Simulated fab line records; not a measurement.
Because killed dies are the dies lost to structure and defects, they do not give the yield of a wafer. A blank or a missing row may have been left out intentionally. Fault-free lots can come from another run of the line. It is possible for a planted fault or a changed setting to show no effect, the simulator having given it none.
Chamber matching || flow sky130 || rie diel-02 running SKY_VIA2_ETCH_14: 4 sister chambers
The step etches BARC in N2/H2, stops on SiO2, time 45.9 s, target depth 60 nm. 8 wafers are shown with their chamber, then 9 later ones without.

## WAFERS WITH THEIR CHAMBER
{"wafer": "L084.3", "chamber": 1, "drypump motor current A (A)": 6.1, "throttle valve pct (%)": 13.235}
{"wafer": "L084.4", "chamber": 0, "drypump motor current A (A)": 5.2, "throttle valve pct (%)": 13.210}
{"wafer": "L087.1", "chamber": 0, "drypump motor current A (A)": 5.1, "throttle valve pct (%)": 13.213}
{"wafer": "L087.2", "chamber": 2, "drypump motor current A (A)": 6.1, "throttle valve pct (%)": 13.214}
{"wafer": "L087.4", "chamber": 3, "drypump motor current A (A)": 5.0, "throttle valve pct (%)": 13.227}
{"wafer": "L089.1", "chamber": 2, "drypump motor current A (A)": 6.2, "throttle valve pct (%)": 13.247}
{"wafer": "L089.3", "chamber": 1, "drypump motor current A (A)": 6.1, "throttle valve pct (%)": 13.211}
{"wafer": "L089.4", "chamber": 3, "drypump motor current A (A)": 5.0, "throttle valve pct (%)": 13.205}

## WAFERS WHOSE CHAMBER IS MISSING
{"wafer": "L091.1", "drypump motor current A (A)": 5.0, "throttle valve pct (%)": 13.228}
{"wafer": "L091.4", "drypump motor current A (A)": 6.1, "throttle valve pct (%)": 13.215}
{"wafer": "L091.6", "drypump motor current A (A)": 5.0, "throttle valve pct (%)": 13.218}
{"wafer": "L096.1", "drypump motor current A (A)": 6.1, "throttle valve pct (%)": 13.215}
{"wafer": "L096.2", "drypump motor current A (A)": 5.1, "throttle valve pct (%)": 13.211}
{"wafer": "L096.5", "drypump motor current A (A)": 5.2, "throttle valve pct (%)": 13.223}
{"wafer": "L095.4", "drypump motor current A (A)": 6.1, "throttle valve pct (%)": 13.245}
{"wafer": "L095.5", "drypump motor current A (A)": 6.1, "throttle valve pct (%)": 13.213}
{"wafer": "L095.6", "drypump motor current A (A)": 6.2, "throttle valve pct (%)": 13.236}

## WHICH CHAMBER EACH ONE RAN IN
{"wafer": "L091.1", "from the rows above": 3, "in truth": 3}
{"wafer": "L091.4", "from the rows above": "can't be placed: 1 or 2", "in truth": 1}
{"wafer": "L091.6", "from the rows above": 3, "in truth": 3}
{"wafer": "L096.1", "from the rows above": "can't be placed: 1 or 2", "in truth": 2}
{"wafer": "L096.2", "from the rows above": "can't be placed: 0 or 3", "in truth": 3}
{"wafer": "L096.5", "from the rows above": 0, "in truth": 0}
{"wafer": "L095.4", "from the rows above": "can't be placed: 2 or 1", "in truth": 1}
{"wafer": "L095.5", "from the rows above": "can't be placed: 1 or 2", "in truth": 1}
{"wafer": "L095.6", "from the rows above": "can't be placed: 2 or 1", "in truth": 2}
Placed correctly: 3 of 9. Cannot be placed on the basis of these rows: 6; the candidates contain the true chamber in 6. Placed wrongly: 0.
How it was worked out, from the rows above alone: a wafer's distance from a chamber is the root of the sum, over the readings, of the square of ((its reading less the chamber's mean) divided by the reading's scatter). If the next closest chamber is less than 2 further off than the closest, the wafer can't be placed; otherwise it belongs to the closest. The mean given for a chamber averages the wafers shown for that chamber. The scatter: the root of (the sum of the squares of (reading less its chamber's mean) over the shown wafers, divided by (wafers less chambers)).
